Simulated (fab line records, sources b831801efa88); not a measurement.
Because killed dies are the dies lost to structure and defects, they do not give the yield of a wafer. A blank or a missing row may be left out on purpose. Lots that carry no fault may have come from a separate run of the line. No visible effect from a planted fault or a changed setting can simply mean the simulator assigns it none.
Which tool did it? / flow sky130 / 28 wafers from 10 lots sampled at 6 of the route's 708 steps

== WHAT THE GAUGES SHOWED, per wafer ==
SKY_METAL1_OVL_MEAS_16.
lot=L258; measured=day 33 22:38; on=overlay-01; METAL1_OVL (nm)=10 9 10
lot=L264; measured=day 35 10:29; on=overlay-01; METAL1_OVL (nm)=-5 1 -3
lot=L265; measured=day 35 23:44; on=overlay-01; METAL1_OVL (nm)=4 -3 8
lot=L267; measured=day 36 08:35; on=overlay-01; METAL1_OVL (nm)=-5 -7 -1
lot=L269; measured=day 37 07:06; on=overlay-01; METAL1_OVL (nm)=-5 -4 -7
lot=L270; measured=day 37 13:21; on=overlay-02; METAL1_OVL (nm)=-1 5 -3
lot=L274; measured=day 38 17:44; on=overlay-01; METAL1_OVL (nm)=-7 2
lot=L277; measured=day 39 16:56; on=overlay-01; METAL1_OVL (nm)=-5 -8
lot=L280; measured=day 40 07:22; on=overlay-02; METAL1_OVL (nm)=-6 -3 -2
lot=L281; measured=day 40 16:17; on=overlay-01; METAL1_OVL (nm)=7 4 3

SKY_VIA1_RS_MEAS_22: uses a four-point probe to measure.
lot=L258; measured=day 35 03:52; on=filmMetro-01; VIA1_W_RS (ohm/sq)=0.423 0.427 0.424
lot=L264; measured=day 36 15:35; on=filmMetro-02; VIA1_W_RS (ohm/sq)=0.437 0.441 0.438
lot=L265; measured=day 37 05:13; on=filmMetro-02; VIA1_W_RS (ohm/sq)=0.422 0.426 0.427
lot=L267; measured=day 37 13:36; on=filmMetro-03; VIA1_W_RS (ohm/sq)=0.433 0.425 0.430
lot=L269; measured=day 38 11:58; on=filmMetro-02; VIA1_W_RS (ohm/sq)=0.426 0.425 0.426
lot=L270; measured=day 38 17:51; on=filmMetro-03; VIA1_W_RS (ohm/sq)=0.436 0.434 0.437
lot=L274; measured=day 39 22:05; on=filmMetro-03; VIA1_W_RS (ohm/sq)=0.421 0.425
lot=L277; measured=day 40 20:05; on=filmMetro-01; VIA1_W_RS (ohm/sq)=0.428 0.428
lot=L280; measured=day 41 09:55; on=filmMetro-02; VIA1_W_RS (ohm/sq)=0.427 0.425 0.423
lot=L281; measured=day 41 18:58; on=filmMetro-02; VIA1_W_RS (ohm/sq)=0.423 0.419 0.424

SKY_METAL2_RS_MEAS_05: uses a four-point probe to measure.
lot=L258; measured=day 35 04:29; on=filmMetro-03; METAL2_ALCU_RS (ohm/sq)=0.1265 0.1262 0.1279
lot=L264; measured=day 36 16:12; on=filmMetro-03; METAL2_ALCU_RS (ohm/sq)=0.1258 0.1258 0.1259
lot=L265; measured=day 37 05:50; on=filmMetro-04; METAL2_ALCU_RS (ohm/sq)=0.1291 0.1276 0.1284
lot=L267; measured=day 37 14:13; on=filmMetro-04; METAL2_ALCU_RS (ohm/sq)=0.1274 0.1284 0.1277
lot=L269; measured=day 38 12:36; on=filmMetro-04; METAL2_ALCU_RS (ohm/sq)=0.1263 0.1272 0.1277
lot=L270; measured=day 38 18:28; on=filmMetro-01; METAL2_ALCU_RS (ohm/sq)=0.1291 0.1304 0.1290
lot=L274; measured=day 39 22:42; on=filmMetro-01; METAL2_ALCU_RS (ohm/sq)=0.1279 0.1527
lot=L277; measured=day 40 20:43; on=filmMetro-03; METAL2_ALCU_RS (ohm/sq)=0.1507 0.1509
lot=L280; measured=day 41 10:32; on=filmMetro-01; METAL2_ALCU_RS (ohm/sq)=0.1271 0.1283 0.1277
lot=L281; measured=day 41 19:35; on=filmMetro-04; METAL2_ALCU_RS (ohm/sq)=0.1275 0.1264 0.1275

SKY_METAL2_THK_MEAS_06: measures by xrf.
lot=L258; measured=day 35 04:35; on=filmMetro-03; METAL2_ALCU_THK (nm)=251.2 250.9 248.5
lot=L264; measured=day 36 16:19; on=filmMetro-03; METAL2_ALCU_THK (nm)=251.2 251.7 254.4
lot=L265; measured=day 37 05:57; on=filmMetro-04; METAL2_ALCU_THK (nm)=244.6 247.4 246.5
lot=L267; measured=day 37 14:20; on=filmMetro-04; METAL2_ALCU_THK (nm)=246.7 244.7 247.5
lot=L269; measured=day 38 12:41; on=filmMetro-04; METAL2_ALCU_THK (nm)=251.1 249.8 249.6
lot=L270; measured=day 38 18:34; on=filmMetro-01; METAL2_ALCU_THK (nm)=245.7 243.7 244.5
lot=L274; measured=day 39 22:49; on=filmMetro-01; METAL2_ALCU_THK (nm)=248.7 208.6
lot=L277; measured=day 40 20:49; on=filmMetro-03; METAL2_ALCU_THK (nm)=212.1 213.5
lot=L280; measured=day 41 10:38; on=filmMetro-01; METAL2_ALCU_THK (nm)=252.3 247.4 248.7
lot=L281; measured=day 41 19:43; on=filmMetro-04; METAL2_ALCU_THK (nm)=245.5 249.7 247.5

== WHAT TOOL EACH LOT RAN ON (gives the tool, then ch and the chambers of the sampled wafers, and finally the start) ==
lot=L258; SKY_LI_CONTACT_SPUTTER_19=pvdSputter-03, day 30 05:09; SKY_METAL2_SPUTTER_02=pvdSputter-02, day 35 04:22
lot=L264; SKY_LI_CONTACT_SPUTTER_19=pvdSputter-01, day 31 20:07; SKY_METAL2_SPUTTER_02=pvdSputter-04, day 36 16:07
lot=L265; SKY_LI_CONTACT_SPUTTER_19=pvdSputter-03, day 32 09:44; SKY_METAL2_SPUTTER_02=pvdSputter-01, day 37 05:44
lot=L267; SKY_LI_CONTACT_SPUTTER_19=pvdSputter-03, day 32 19:31; SKY_METAL2_SPUTTER_02=pvdSputter-02, day 37 14:08
lot=L269; SKY_LI_CONTACT_SPUTTER_19=pvdSputter-02, day 33 18:35; SKY_METAL2_SPUTTER_02=pvdSputter-04, day 38 12:27
lot=L270; SKY_LI_CONTACT_SPUTTER_19=pvdSputter-03, day 34 01:50; SKY_METAL2_SPUTTER_02=pvdSputter-01, day 38 18:20
lot=L274; SKY_LI_CONTACT_SPUTTER_19=pvdSputter-03, day 35 07:00; SKY_METAL2_SPUTTER_02=pvdSputter-04, day 39 22:37
lot=L277; SKY_LI_CONTACT_SPUTTER_19=pvdSputter-02, day 36 04:19; SKY_METAL2_SPUTTER_02=pvdSputter-04, day 40 20:35
lot=L280; SKY_LI_CONTACT_SPUTTER_19=pvdSputter-03, day 36 21:22; SKY_METAL2_SPUTTER_02=pvdSputter-01, day 41 10:24
lot=L281; SKY_LI_CONTACT_SPUTTER_19=pvdSputter-03, day 37 07:53; SKY_METAL2_SPUTTER_02=pvdSputter-01, day 41 19:30
- SKY_LI_CONTACT_SPUTTER_19: material Ti, target thk 20 nm, time 106.37 s.
- SKY_METAL2_SPUTTER_02: material AlCu, target thk 250 nm, time 13.3 s.

== WHAT THE TOOLS THEMSELVES READ (means of the sampled wafers that have a number; where no wafer has one, the mark that the record gives instead) ==
SKY_LI_CONTACT_SPUTTER_19.
lot=L258; tool=pvdSputter-03; chamberPressurePa (Pa)=5.005; throttleValvePct (%)=29.9
lot=L264; tool=pvdSputter-01; chamberPressurePa (Pa)=5.013; throttleValvePct (%)=29.7
lot=L265; tool=pvdSputter-03; chamberPressurePa (Pa)=5.004; throttleValvePct (%)=29.7
lot=L267; tool=pvdSputter-03; chamberPressurePa (Pa)=4.992; throttleValvePct (%)=29.7
lot=L269; tool=pvdSputter-02; chamberPressurePa (Pa)=5.003; throttleValvePct (%)=29.6
lot=L270; tool=pvdSputter-03; chamberPressurePa (Pa)=4.997; throttleValvePct (%)=29.0
lot=L274; tool=pvdSputter-03; chamberPressurePa (Pa)=5.006; throttleValvePct (%)=30.7
lot=L277; tool=pvdSputter-02; chamberPressurePa (Pa)=5.002; throttleValvePct (%)=30.9
lot=L280; tool=pvdSputter-03; chamberPressurePa (Pa)=4.994; throttleValvePct (%)=30.2
lot=L281; tool=pvdSputter-03; chamberPressurePa (Pa)=5.008; throttleValvePct (%)=29.7

SKY_METAL2_SPUTTER_02.
lot=L258; tool=pvdSputter-02; chamberPressurePa (Pa)=0.3998; throttleValvePct (%)=28.5
lot=L264; tool=pvdSputter-04; chamberPressurePa (Pa)=0.3996; throttleValvePct (%)=29.4
lot=L265; tool=pvdSputter-01; chamberPressurePa (Pa)=0.4003; throttleValvePct (%)=30.0
lot=L267; tool=pvdSputter-02; chamberPressurePa (Pa)=0.3998; throttleValvePct (%)=31.7
lot=L269; tool=pvdSputter-04; chamberPressurePa (Pa)=0.4001; throttleValvePct (%)=30.2
lot=L270; tool=pvdSputter-01; chamberPressurePa (Pa)=0.4001; throttleValvePct (%)=30.0
lot=L274; tool=pvdSputter-04; chamberPressurePa (Pa)=0.3992; throttleValvePct (%)=30.9
lot=L277; tool=pvdSputter-04; chamberPressurePa (Pa)=0.3995; throttleValvePct (%)=31.0
lot=L280; tool=pvdSputter-01; chamberPressurePa (Pa)=0.4000; throttleValvePct (%)=29.6
lot=L281; tool=pvdSputter-01; chamberPressurePa (Pa)=0.4002; throttleValvePct (%)=30.0

== THE ANSWER, worked out from the rows above alone ==
Rule: the usual values come from the lots themselves. The widest of any qualifying gaps counts: lots, ordered by their means at a reading, are off when they make up no more than a third of the lots, leave a main group of 4 or more, and stand apart from it by 3 or more times the standard deviation of that group's means. The tables above print the reading to a certain number of digits; a main group whose means all agree to those digits is not used. Also off: a lot with no number at a reading for which 4 or more lots have one. Where the step has rows for the other lots, those lots are counted as sound. Order of review: gauges by route order, followed by the tools' own readings, for which a lot's mean as printed above is used. The first step at which some lot is off is used, and at that step the reading that is off furthest; a lot without a number counts as furthest.
Off: L274, L277, seen at SKY_METAL2_RS_MEAS_05 (METAL2_ALCU_RS). For the main group the mean is 0.1275 ohm/sq and the standard deviation 0.001.
A tool fits if, at a process step before that reading, it ran every lot that is off, and no sound lot after the first of them. Those tools and the gauges at SKY_METAL2_RS_MEAS_05 are tried in the same way. One candidate fits, namely pvdSputter-04 at SKY_METAL2_SPUTTER_02. Its last sound lot is L269 (day 38 12:27), its first lot that is off L274 (day 39 22:37): a fault that began between those two fits.

== WHAT THE SIMULATOR PUT IN ==
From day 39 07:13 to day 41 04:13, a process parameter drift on pvdSputter-04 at SKY_METAL2_SPUTTER_02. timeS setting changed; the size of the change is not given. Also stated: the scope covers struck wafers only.
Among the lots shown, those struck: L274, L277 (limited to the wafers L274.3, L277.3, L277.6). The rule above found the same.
